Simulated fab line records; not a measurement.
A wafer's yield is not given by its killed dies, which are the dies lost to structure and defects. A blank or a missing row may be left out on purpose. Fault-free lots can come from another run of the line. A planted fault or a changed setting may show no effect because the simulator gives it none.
Code-filled problem report in 8D (eight disciplines) form :: flow sky130 :: the parts of the form that need people (team, actions taken, sign-off) are left out

## 1. PROBLEM STATEMENT
SKY_VIA3_ETCH_15, oesProductAu: mean 0.992 a.u. over 1 wafer from 1 lot; wafers with no fault: 0.947 a.u., standard deviation 0.0046. That puts it +9.8 standard deviations away from the usual mean.
The step: etches SiO2 in C4F8/O2/Ar, stops on TiN, target depth 507 nm, time 78 s.
First seen on wafer L697.6, day 43 16:20, on rieDiel-01. The record has a number at this step for 29 wafers belonging to 10 lots. By rule, "out" or "out of limits" means more than 4 standard deviations away from the usual mean. All remaining wafers that have a number are taken as sound.

## 2. WHAT IT IS, AND WHAT IT ISN'T
question: which readings at this step
is: oesProductAu
is not: -

question: which lots
is: L697
is not: L683, L684, L685, L686, L688, L689, L690, L702, L706

question: which wafers of those lots
is: L697.6
is not: L697.5

question: read on which tools
is: rieDiel-01
is not: rieDiel-02, rieDiel-03

question: when
is: from day 43 16:20
is not: up to then (22 sound wafers); but 6 sound wafers of L702, L706 came after

## 3. THE SUSPECTS, EACH WITH WHAT RULES IT OUT
Counting: a tool at a process step up to the reading stays a suspect if it ran every lot that is out. Sound lots after the first of them don't rule it out here, since some wafers of a struck lot are sound.
- rieDiel-01 at SKY_POLY_CUT_ETCH_11 (etches Si3N4 in CF4/CH2F2/Ar, stops on poly-Si, time 42.5 s, target depth 60 nm): kept. It ran the lot that is out, L697 (day 29 03:17); its last sound lot up to then is L685 (day 26 04:32).
- plasmaAsher-04 at SKY_POLY_CUT_STRIP_12 (strips in O2/N2): kept. It ran the lot that is out, L697 (day 29 03:22); its last sound lot up to then is L685 (day 26 04:35).
- cmp-01 at SKY_VIA3_CMP_02 (polishes SiO2): kept. It ran the lot that is out, L697 (day 42 17:06); its last sound lot up to then is L690 (day 40 17:31).
- rieDiel-01 at SKY_VIA3_ETCH_15 (etches SiO2 in C4F8/O2/Ar, stops on TiN, target depth 507 nm, time 78 s): kept. It ran the lot that is out, L697 (day 43 16:20); its last sound lot up to then is L686 (day 41 06:22). Out on those wafers are its own readings of oesProductAu.
- Within rieDiel-01 at SKY_POLY_CUT_ETCH_11, the wafers that are out were processed in chamber 1 and their sound lot-mates in chamber 3.
- Within plasmaAsher-04 at SKY_POLY_CUT_STRIP_12, the wafers that are out were processed in chamber 0 and their sound lot-mates in chamber 1.
- Within cmp-01 at SKY_VIA3_CMP_02, the wafers that are out were processed in chamber 3 and their sound lot-mates in chamber 2.
- Within rieDiel-01 at SKY_VIA3_ETCH_15, the wafers that are out were processed in chamber 1 and their sound lot-mates in chamber 2.
Left after counting: rieDiel-01 at SKY_POLY_CUT_ETCH_11, plasmaAsher-04 at SKY_POLY_CUT_STRIP_12, cmp-01 at SKY_VIA3_CMP_02, rieDiel-01 at SKY_VIA3_ETCH_15.

## 4. THE CAUSE (what the simulator had put in)
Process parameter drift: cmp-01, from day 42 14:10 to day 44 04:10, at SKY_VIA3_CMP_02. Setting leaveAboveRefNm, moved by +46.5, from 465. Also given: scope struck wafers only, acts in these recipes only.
After counting, 4 suspects remain, this tool included.

## 5. THE EFFECT CHAIN, in route order
One row per reading whose mean, taken over the struck wafers that have a number, lies over 3 standard deviations from the usual. Readings are gone through only where the record gives a usual standard deviation; hours: the median, over the lots, of the time from a lot's start at the first step in this table giving one to that lot's start at this step; sigmas: the change measured in usual standard deviations.
hours: 0
step: SKY_VIA3_ETCH_15
reading: oesProductAu
usual: 0.947 a.u.
on struck wafers: 0.992
change: +0.045
sigmas: +9.8
It contains these process steps:
- SKY_VIA3_ETCH_15: etches SiO2 in C4F8/O2/Ar, stops on TiN, target depth 507 nm, time 78 s.
Later measuring or inspecting steps at which every struck wafer that the step has a row for has a number for every such reading, and none has moved that far: SKY_CAP2M_RS_MEAS_03.

## 6. HOW IT WOULD HAVE BEEN CAUGHT EARLIER
In this record no reading fell out of limits until day 43 16:20, 26 hours after the fault had begun at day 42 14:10.
No tool reading at SKY_VIA3_CMP_02 that has a usual standard deviation in the record was out on any struck wafer, so an alarm limit of 4 standard deviations on those readings would not have fired.
By day 43 16:20, every lot that is out (1) had started SKY_VIA3_CMP_02 on cmp-01. None of them would have been spared by holding the tool at that moment.
